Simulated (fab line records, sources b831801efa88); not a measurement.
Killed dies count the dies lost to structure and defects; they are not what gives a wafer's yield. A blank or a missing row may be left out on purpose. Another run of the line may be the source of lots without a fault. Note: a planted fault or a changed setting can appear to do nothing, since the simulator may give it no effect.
Shared-tool check    flow sky130    12 lots, 36 wafers sampled

== REASON IT WAS OPENED ==
Of 12 lots, 2 have the reading NWELL_RS flagged at SKY_NWELL_RS_MEAS_29. Wafers without a fault read 624.4 ohm/sq, standard deviation 1.5.
Rule: a lot gets a flag if all its wafers with a number sit over 4 standard deviations from that mean, or if no wafer of it has a number. The rest of the lots are taken to be sound.

lot   measured      on             NWELL_RS (ohm/sq), wafer by wafer  flag
L874  day 6 00:20   film-metro-01  626.3 624.8 624.4                  
L875  day 6 07:22   film-metro-02  622.7 623.2 622.6                  
L876  day 6 11:40   film-metro-01  623.9 622.3 624.6                  
L877  day 6 15:32   film-metro-02  626.6 625.1 623.6                  
L878  day 6 21:31   film-metro-03  622.4 623.0 622.0                  
L881  day 8 07:07   film-metro-01  625.1 626.0 627.9                  
L884  day 8 13:36   film-metro-03  622.9 623.2 622.7                  
L885  day 8 19:25   film-metro-03  625.5 626.0 624.3                  
L886  day 9 02:46   film-metro-03  651.1 650.0 650.1                  FLAGGED
L889  day 9 20:07   film-metro-02  644.8 644.4 644.0                  FLAGGED
L894  day 11 01:45  film-metro-03  624.3 624.2 622.8                  
L895  day 11 12:06  film-metro-02  624.2 624.8 623.7                  
The mean of the flagged lots' numbers is 647.4 ohm/sq, +23.0 ohm/sq from the usual (+15 standard deviations).

== TOOL THAT RAN EACH LOT ==
The record keeps 1 process step preceding the reading, out of 708 steps on the route. In each cell: the tool, then ch and the chambers that the sampled wafers went through, then the start.
lot   flag     SKY_NWELL_IMPLANT_13
L874           implanter-03 ch 0, day 5 05:44
L875           implanter-02 ch 0, day 5 12:52
L876           implanter-02 ch 0, day 5 16:03
L877           implanter-03 ch 0, day 5 20:08
L878           implanter-03 ch 0, day 6 02:01
L881           implanter-03 ch 0, day 7 09:44
L884           implanter-01 ch 0, day 7 17:23
L885           implanter-02 ch 0, day 7 22:15
L886  FLAGGED  implanter-02 ch 0, day 8 05:02
L889  FLAGGED  implanter-02 ch 0, day 8 21:13
L894           implanter-03 ch 0, day 10 02:15
L895           implanter-03 ch 0, day 10 12:05
What the steps here do:
- SKY_NWELL_IMPLANT_13
- SKY_NWELL_RS_MEAS_29: measures by four-point-probe.

== FLAGGED AGAINST TOTAL, ONE TOOL AT A TIME (gauges that did the reading follow at the end) ==
step                  tool           lots run  flagged  share of the flagged lots  sound lots run after its first flagged lot
SKY_NWELL_IMPLANT_13  implanter-01   1         0        none                       -
SKY_NWELL_IMPLANT_13  implanter-02   5         2        all                        0
SKY_NWELL_IMPLANT_13  implanter-03   6         0        none                       -
SKY_NWELL_RS_MEAS_29  film-metro-01  3         0        none                       -
SKY_NWELL_RS_MEAS_29  film-metro-02  4         1        some                       1 (L895)
SKY_NWELL_RS_MEAS_29  film-metro-03  5         1        some                       1 (L894)

== WHAT THE TABLE PERMITS ==
Rows of the table that ran each flagged lot: 1, that is implanter-02 at SKY_NWELL_IMPLANT_13.
- implanter-02 at SKY_NWELL_IMPLANT_13 ran 5 lots, 2 of them flagged. It ran its last sound lot, L885, at day 7 22:15 and its first flagged lot, L886, at day 8 05:02: a fault with its onset between the two fits. Its own readings (dose-ions-cm2, faraday-current-uA) fall more than 4 standard deviations out on all wafers of the flagged lots.
Just one tool remains: implanter-02 at SKY_NWELL_IMPLANT_13.

== WHAT THE SIMULATOR HAD INSERTED ==
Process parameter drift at SKY_NWELL_IMPLANT_13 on implanter-02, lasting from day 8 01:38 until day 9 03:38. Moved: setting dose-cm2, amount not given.
Lots struck among those shown: L886, L889. Same finding as the rule above.
